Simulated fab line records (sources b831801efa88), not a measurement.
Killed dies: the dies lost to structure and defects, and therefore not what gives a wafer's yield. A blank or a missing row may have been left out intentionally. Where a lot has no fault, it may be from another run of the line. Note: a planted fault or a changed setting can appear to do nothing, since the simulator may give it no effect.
Which tool is to blame? | flow sky130 | 12 lots with 36 wafers sampled at 3 steps, on a route of 708 steps

== WHAT EACH GAUGE READ, for each wafer ==
SKY_VIA2_OVL_MEAS_13.
lot  | measured     | on         | VIA2_OVL (nm)
L898 | day 36 04:02 | overlay-01 | -3 -11 -5
L901 | day 36 17:34 | overlay-01 | 0 1 6
L899 | day 36 19:14 | overlay-02 | 5 3 14
L903 | day 37 07:05 | overlay-01 | 13 -1 -2
L906 | day 38 17:29 | overlay-01 | 6 4 3
L908 | day 39 12:32 | overlay-01 | 0 13 3
L911 | day 40 12:43 | overlay-01 | 18 10 1
L914 | day 41 06:46 | overlay-02 | -1 5 9
L917 | day 41 21:14 | overlay-02 | 4 8 3
L919 | day 42 14:26 | overlay-02 | -5 -2 4
L920 | day 42 20:41 | overlay-02 | 0 9 7
L921 | day 43 08:02 | overlay-01 | 4 9 8

== EACH LOT AND THE TOOL THAT RAN IT (in order: tool; ch and the chambers of the sampled wafers; start) ==
lot  | SKY_METAL2_SPUTTER_04       | SKY_VIA2_DEVELOP_11
L898 | pvdSputter-02, day 33 20:02 | lithoTrack-03 ch 0, day 36 03:00
L901 | pvdSputter-03, day 34 09:25 | lithoTrack-03 ch 0, day 36 17:00
L899 | pvdSputter-03, day 34 12:15 | lithoTrack-01 ch 0, day 36 18:00
L903 | pvdSputter-03, day 34 23:53 | lithoTrack-01 ch 0, day 37 06:00
L906 | pvdSputter-02, day 36 09:46 | lithoTrack-03 ch 0, day 38 17:00
L908 | pvdSputter-04, day 37 04:37 | lithoTrack-03 ch 0, day 39 12:00
L911 | pvdSputter-03, day 38 07:03 | lithoTrack-03 ch 0, day 40 12:00
L914 | pvdSputter-02, day 39 04:52 | lithoTrack-02 ch 0, day 41 06:00
L917 | pvdSputter-04, day 39 19:26 | lithoTrack-01 ch 0, day 41 20:00
L919 | pvdSputter-04, day 40 13:12 | lithoTrack-02 ch 0, day 42 14:00
L920 | pvdSputter-04, day 40 19:44 | lithoTrack-01 ch 0, day 42 20:00
L921 | pvdSputter-03, day 41 07:34 | lithoTrack-01 ch 0, day 43 07:00
- SKY_METAL2_SPUTTER_04: material TiN, target thk 70 nm, time 58.3 s.
- SKY_VIA2_DEVELOP_11: develop time 60 s.

== AS READ BY THE TOOLS THEMSELVES (means over the sampled wafers that have a number; for cases with no such wafer, the mark the record gives instead) ==
SKY_METAL2_SPUTTER_04.
lot  | tool          | throttleValvePct (%)
L898 | pvdSputter-02 | 31.1
L901 | pvdSputter-03 | 28.6
L899 | pvdSputter-03 | 28.8
L903 | pvdSputter-03 | 28.7
L906 | pvdSputter-02 | 31.0
L908 | pvdSputter-04 | 29.7
L911 | pvdSputter-03 | 28.8
L914 | pvdSputter-02 | 30.7
L917 | pvdSputter-04 | 29.7
L919 | pvdSputter-04 | 29.6
L920 | pvdSputter-04 | 29.0
L921 | pvdSputter-03 | 28.8

SKY_VIA2_DEVELOP_11.
lot  | tool          | chillPlateTempC (C) | developerTempC (C) | resistLineTempC (C)
L898 | lithoTrack-03 | 23.00               | 21.02              | 23.12
L901 | lithoTrack-03 | 22.95               | 21.03              | 23.07
L899 | lithoTrack-01 | 22.96               | 21.04              | 23.01
L903 | lithoTrack-01 | 22.91               | 20.89              | 23.00
L906 | lithoTrack-03 | 22.94               | 23.06              | 23.04
L908 | lithoTrack-03 | 22.95               | 23.09              | 22.94
L911 | lithoTrack-03 | 23.04               | 23.00              | 22.93
L914 | lithoTrack-02 | 23.04               | 20.93              | 23.12
L917 | lithoTrack-01 | 23.07               | 20.94              | 23.03
L919 | lithoTrack-02 | 23.08               | 20.95              | 22.89
L920 | lithoTrack-01 | 22.94               | 20.87              | 22.98
L921 | lithoTrack-01 | 23.05               | 20.96              | 22.88

== THE ANSWER, worked out from the rows above alone ==
Rule: what is usual is taken from the lots themselves. Put in order of their means at a reading, lots are off if they are a third of the lots or fewer, leave a main group of 4 or more, and stand apart from it by a gap of 3 or more times the standard deviation of the main group's means; of several such gaps the widest counts. The tables above print the reading to a certain number of digits; a main group whose means all agree to those digits is not used. A lot without any number at a reading at which 4 lots or more have one is off too. The other lots that the step has rows for count as sound. Order of review: gauges by route order, followed by the tools' own readings, for which a lot's mean as printed above is used. At the first step where some lot is off, the reading lying furthest off is the one used; lots without a number count as furthest.
Off: L906, L908, L911 (SKY_VIA2_DEVELOP_11, developerTempC). For the main group the mean is 20.96 C and the standard deviation 0.057.
If a tool, at that step or one of the process steps before it, ran each lot that is off and ran no sound lot following the first of them, it fits. One candidate fits, namely lithoTrack-03 at SKY_VIA2_DEVELOP_11. Its last sound lot is L901 (day 36 17:00), its first lot that is off L906 (day 38 17:00): a fault that began between those two fits.
The tool's own readings at SKY_VIA2_DEVELOP_11 bear it out: on the lots that are off they differ by more than 5 times the standard deviation of the sound lots' means. developerTempC reads 23.05 C there against 20.96 C on the sound lots.

== WHAT HAD BEEN PUT IN BY THE SIMULATOR ==
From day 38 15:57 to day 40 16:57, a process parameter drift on lithoTrack-03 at SKY_VIA2_DEVELOP_11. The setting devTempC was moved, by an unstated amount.
Struck lots among those shown: L906, L908, L911. Same finding as the rule above.
